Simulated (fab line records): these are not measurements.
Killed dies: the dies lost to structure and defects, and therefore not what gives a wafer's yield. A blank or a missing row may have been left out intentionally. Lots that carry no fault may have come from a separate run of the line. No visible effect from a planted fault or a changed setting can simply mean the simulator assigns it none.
2 desks looking at one fault / flow gf180mcu / each desk has only its own numbers; what lay behind them comes last

== THE METROLOGY DESK ==
What the gauges read for every lot (on any tool): the sampled wafers with a number, averaged. If a lot's mean is further than 4 standard deviations from the usual mean, the lot is out of limits and carries the mark OUT (the distance appears in the brackets).
Columns: A = V2_W_RS at GF_V2_RS_MEAS_24, usual 0.324 ohm/sq; B = M3_ALCU_THK at GF_M3_THK_MEAS_06, usual 449 nm
lot=L810; first seen here=day 20 09:37; A=0.323; B=446
lot=L811; first seen here=day 20 19:26; A=0.321; B=452
lot=L813; first seen here=day 21 11:41; A=0.325; B=450
lot=L814; first seen here=day 22 02:22; A=0.323; B=446
lot=L815; first seen here=day 22 06:46; A=0.323; B=452
lot=L816; first seen here=day 22 16:38; A=0.320; B=452
lot=L817; first seen here=day 23 03:58; A=0.320; B=446
lot=L827; first seen here=day 26 21:17; A=0.325; B=453
lot=L828; first seen here=day 27 10:39; A=0.320; B=449
lot=L829; first seen here=day 27 14:23; A=0.326; B=450
lot=L832; first seen here=day 28 06:39; A=0.327; B=445
lot=L833; first seen here=day 28 09:50; A=0.330; B=449
This desk found nothing out of limits on any of the 12 lots.

== DESK OF THE TOOL OWNER: cvd w-02 ==
The tool's own readings at GF_V2_CVD_23 (deposits W, target thk 350 nm, time 104.94 s): means of the sampled wafers that have a number, for each lot that ran on this tool. If a lot's mean is further than 4 standard deviations from the usual mean, the lot is out of limits and carries the mark OUT (the distance appears in the brackets).
Columns: A = heater power w at GF_V2_CVD_23, usual 931 W
lot=L811; first seen here=day 20 19:20; A=898
lot=L814; first seen here=day 22 02:15; A=890
lot=L815; first seen here=day 22 06:40; A=884
lot=L816; first seen here=day 22 16:31; A=846
lot=L817; first seen here=day 23 03:51; A=896
lot=L828; first seen here=day 27 10:32; A=805
This desk found nothing out of limits on any of the 6 lots.

== TAKEN TOGETHER ==
At the metrology desk, nothing out of limits was observed.
The tool owner's desk saw nothing out of limits.

== WHAT WAS PUT IN BY THE SIMULATOR ==
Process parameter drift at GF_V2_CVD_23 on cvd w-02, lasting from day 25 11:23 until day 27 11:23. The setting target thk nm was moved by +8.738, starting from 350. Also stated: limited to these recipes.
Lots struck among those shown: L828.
